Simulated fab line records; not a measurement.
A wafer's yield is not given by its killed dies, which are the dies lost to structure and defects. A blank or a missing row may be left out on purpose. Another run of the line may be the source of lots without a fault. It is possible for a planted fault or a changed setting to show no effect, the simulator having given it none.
The tool behind it: which one? / flow sky130 / 33 wafers from 11 lots sampled at 3 of the route's 708 steps

== WHAT THE GAUGES SHOWED, per wafer ==
SKY_VT_ADJUST_HVTP_OVL_MEAS_08.
lot=L233; measured=day 6 13:06; on=overlay-02; VT_ADJUST_HVTP_OVL (nm)=-0.1 -1.2 -0.4
lot=L234; measured=day 6 18:51; on=overlay-01; VT_ADJUST_HVTP_OVL (nm)=-1.5 -1.1 -2.1
lot=L236; measured=day 7 04:12; on=overlay-01; VT_ADJUST_HVTP_OVL (nm)=1.2 0.9 2.4
lot=L237; measured=day 7 10:54; on=overlay-02; VT_ADJUST_HVTP_OVL (nm)=-0.4 -2.3 -0.3
lot=L238; measured=day 7 15:00; on=overlay-01; VT_ADJUST_HVTP_OVL (nm)=-1.5 -1.5 -0.5
lot=L240; measured=day 8 16:03; on=overlay-01; VT_ADJUST_HVTP_OVL (nm)=0.7 -0.3 0.4
lot=L245; measured=day 9 16:07; on=overlay-02; VT_ADJUST_HVTP_OVL (nm)=1.4 2.2 0.0
lot=L248; measured=day 10 11:38; on=overlay-01; VT_ADJUST_HVTP_OVL (nm)=-0.1 0.9 1.0
lot=L251; measured=day 11 09:20; on=overlay-02; VT_ADJUST_HVTP_OVL (nm)=0.0 -1.2 1.2
lot=L252; measured=day 11 16:54; on=overlay-01; VT_ADJUST_HVTP_OVL (nm)=-1.5 -1.1 -0.8
lot=L254; measured=day 12 02:48; on=overlay-02; VT_ADJUST_HVTP_OVL (nm)=0.5 -0.4 -0.4

SKY_LI_CONTACT_THK_MEAS_01.
lot=L233; measured=day 28 03:57; on=film metro-04; LI_CONTACT_HDPCVD_THK (nm)=931 919 934
lot=L234; measured=day 28 16:08; on=film metro-01; LI_CONTACT_HDPCVD_THK (nm)=926 921 924
lot=L236; measured=day 29 23:40; on=film metro-01; LI_CONTACT_HDPCVD_THK (nm)=924 932 921
lot=L237; measured=day 29 22:35; on=film metro-02; LI_CONTACT_HDPCVD_THK (nm)=936 941 944
lot=L238; measured=day 30 04:47; on=film metro-04; LI_CONTACT_HDPCVD_THK (nm)=936 930 936
lot=L240; measured=day 31 10:27; on=film metro-01; LI_CONTACT_HDPCVD_THK (nm)=935 932 952
lot=L245; measured=day 32 11:10; on=film metro-01; LI_CONTACT_HDPCVD_THK (nm)=935 936 915
lot=L248; measured=day 33 02:17; on=film metro-02; LI_CONTACT_HDPCVD_THK (nm)=942 939 939
lot=L251; measured=day 34 10:10; on=film metro-04; LI_CONTACT_HDPCVD_THK (nm)=944 1292 1302
lot=L252; measured=day 34 17:12; on=film metro-04; LI_CONTACT_HDPCVD_THK (nm)=1314 945 946
lot=L254; measured=day 35 01:34; on=film metro-02; LI_CONTACT_HDPCVD_THK (nm)=944 933 933

== WHICH TOOL RAN EACH LOT (tool, then ch and the chambers of the sampled wafers, then the start) ==
lot=L233; SKY_LI_CONTACT_HDPCVD_00=hdpcvd-02 ch 0,2, day 28 03:49
lot=L234; SKY_LI_CONTACT_HDPCVD_00=hdpcvd-02 ch 0,1, day 28 16:02
lot=L236; SKY_LI_CONTACT_HDPCVD_00=hdpcvd-01 ch 1,2, day 29 23:33
lot=L237; SKY_LI_CONTACT_HDPCVD_00=hdpcvd-01 ch 0,1, day 29 22:28
lot=L238; SKY_LI_CONTACT_HDPCVD_00=hdpcvd-01 ch 1,2, day 30 04:41
lot=L240; SKY_LI_CONTACT_HDPCVD_00=hdpcvd-02 ch 0,2, day 31 10:21
lot=L245; SKY_LI_CONTACT_HDPCVD_00=hdpcvd-01 ch 0,2, day 32 11:03
lot=L248; SKY_LI_CONTACT_HDPCVD_00=hdpcvd-02 ch 0,2, day 33 02:10
lot=L251; SKY_LI_CONTACT_HDPCVD_00=hdpcvd-02 ch 0,2, day 34 10:03
lot=L252; SKY_LI_CONTACT_HDPCVD_00=hdpcvd-02 ch 0,2, day 34 17:06
lot=L254; SKY_LI_CONTACT_HDPCVD_00=hdpcvd-01 ch 0,1, day 35 01:27
- SKY_LI_CONTACT_HDPCVD_00: deposits PSG, target thk 930 nm, time 155 s.

== AS READ BY THE TOOLS THEMSELVES (means over the sampled wafers that have a number; for cases with no such wafer, the mark the record gives instead) ==
SKY_LI_CONTACT_HDPCVD_00.
lot=L233; tool=hdpcvd-02; run length s (s)=183.1; susceptor temp C (C)=600.04
lot=L234; tool=hdpcvd-02; run length s (s)=183.2; susceptor temp C (C)=599.99
lot=L236; tool=hdpcvd-01; run length s (s)=182.7; susceptor temp C (C)=599.92
lot=L237; tool=hdpcvd-01; run length s (s)=182.7; susceptor temp C (C)=599.85
lot=L238; tool=hdpcvd-01; run length s (s)=182.6; susceptor temp C (C)=599.75
lot=L240; tool=hdpcvd-02; run length s (s)=182.8; susceptor temp C (C)=599.93
lot=L245; tool=hdpcvd-01; run length s (s)=182.4; susceptor temp C (C)=600.13
lot=L248; tool=hdpcvd-02; run length s (s)=182.8; susceptor temp C (C)=600.02
lot=L251; tool=hdpcvd-02; run length s (s)=223.9; susceptor temp C (C)=599.98
lot=L252; tool=hdpcvd-02; run length s (s)=203.1; susceptor temp C (C)=600.04
lot=L254; tool=hdpcvd-01; run length s (s)=183.3; susceptor temp C (C)=599.86

== THE ANSWER, worked out from the rows above alone ==
Rule: the usual values come from the lots themselves. Put in order of their means at a reading, lots are off if they are a third of the lots or fewer, leave a main group of 4 or more, and stand apart from it by a gap of 3 or more times the standard deviation of the main group's means; of several such gaps the widest counts. Not used: any main group whose means are identical at the precision the tables above print for the reading. A lot without any number at a reading at which 4 lots or more have one is off too. All remaining lots with rows at the step are treated as sound. The gauges are gone through in route order, then the tools' own readings, and for those a lot's mean is taken as printed above. At the first step where some lot is off, the reading lying furthest off is the one used; lots without a number count as furthest.
Off: L251, L252, at SKY_LI_CONTACT_THK_MEAS_01 (LI_CONTACT_HDPCVD_THK). Mean 933 nm and standard deviation 6.2 in the main group.
If a tool, at a process step before that reading, ran all the lots that are off and no sound lot after the first of them, it fits. Not tried: the gauges at SKY_LI_CONTACT_THK_MEAS_01; whatever is off there is also off at SKY_LI_CONTACT_HDPCVD_00, on other tools, and gauge error can't account for it. One fits: hdpcvd-02 at SKY_LI_CONTACT_HDPCVD_00. A fault onset in the window from L248 (day 33 02:10, its last sound lot) to L251 (day 34 10:03, its first lot off) fits.
On the lots that are off, the tool's own readings at SKY_LI_CONTACT_HDPCVD_00 differ by more than 5 times the standard deviation of the sound lots' means, which bears it out; run length s reads 213.5 s there versus 182.8 s on the sound lots.

== WHAT THE SIMULATOR HAD PUT IN ==
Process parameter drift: hdpcvd-02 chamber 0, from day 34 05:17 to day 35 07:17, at SKY_LI_CONTACT_HDPCVD_00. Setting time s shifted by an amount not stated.
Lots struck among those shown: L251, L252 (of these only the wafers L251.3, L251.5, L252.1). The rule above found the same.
